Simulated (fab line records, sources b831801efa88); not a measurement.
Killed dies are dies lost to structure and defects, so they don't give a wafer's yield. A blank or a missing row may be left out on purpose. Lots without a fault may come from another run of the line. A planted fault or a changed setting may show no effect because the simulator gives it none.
One fault seen from 2 desks | flow sky130 | each desk has only its own numbers; what lay behind them comes last

THE METROLOGY DESK
What the gauges read, lot by lot, whatever tool the lot ran on: means of the sampled wafers that have a number. A lot is out of limits, marked OUT, if its mean lies more than 4 standard deviations from the usual mean; the brackets give that distance. Of its 8 readings 7 are shown: those that lie furthest out on some lot.
Columns: A = SD_P_OVL at SKY_SD_P_OVL_MEAS_08, usual 0.4 nm; B = SD_P_TW at SKY_SD_P_TW_MEAS_11, usual 2819; C = RES_XHIGH_TW at SKY_RES_XHIGH_TW_MEAS_09, usual 1636; D = cd_nm at SKY_SD_N_CD_MEAS_07, usual 380.2 nm; E = SD_N_OVL at SKY_SD_N_OVL_MEAS_08, usual 0.9 nm; F = SD_N_TW at SKY_SD_N_TW_MEAS_12, usual 3975; G = SD_N_RS at SKY_SD_N_RS_MEAS_16, usual 68.59 ohm/sq
lot  | first seen here | A    | B    | C    | D     | E   | F    | G
L543 | day 26 01:51    | -0.7 | 2795 | 1640 | 378.1 | 0.3 | 3968 | 68.69
L547 | day 27 14:36    | -0.4 | 2813 | 1631 | 380.2 | 0.8 | 3960 | 68.54
L548 | day 27 21:26    | 0.7  | 2783 | 1638 | 381.2 | 0.9 | 3966 | 68.56
L549 | day 28 14:55    | 2.9  | 2786 | 1646 | 377.4 | 2.6 | 3947 | 68.44
L558 | day 31 03:11    | -2.3 | 2818 | 1629 | 381.2 | 1.4 | 3961 | 68.57
L560 | day 32 03:26    | -0.1 | 2814 | 1638 | 379.7 | 0.5 | 3978 | 68.46
This desk's finding: nothing out of limits on any of the 6 lots.

THE TOOL OWNER'S DESK: implanter-02
The tool's own readings at SKY_SD_P_IMPLANT_09: means of the sampled wafers that have a number, for each lot that ran on this tool. A lot is out of limits, marked OUT, if its mean lies more than 4 standard deviations from the usual mean; the brackets give that distance.
Columns: A = tilt_deg at SKY_SD_P_IMPLANT_09, usual 0.006 degrees
lot  | first seen here | A
L547 | day 27 14:46    | -0.023
L548 | day 27 21:35    | -0.022
L549 | day 28 15:04    | 0.034
L558 | day 31 03:20    | 0.019
This desk's finding: nothing out of limits on any of the 4 lots.

PUT TOGETHER
The metrology desk saw nothing out of limits.
The tool owner's desk saw nothing out of limits.

WHAT THE SIMULATOR HAD PUT IN
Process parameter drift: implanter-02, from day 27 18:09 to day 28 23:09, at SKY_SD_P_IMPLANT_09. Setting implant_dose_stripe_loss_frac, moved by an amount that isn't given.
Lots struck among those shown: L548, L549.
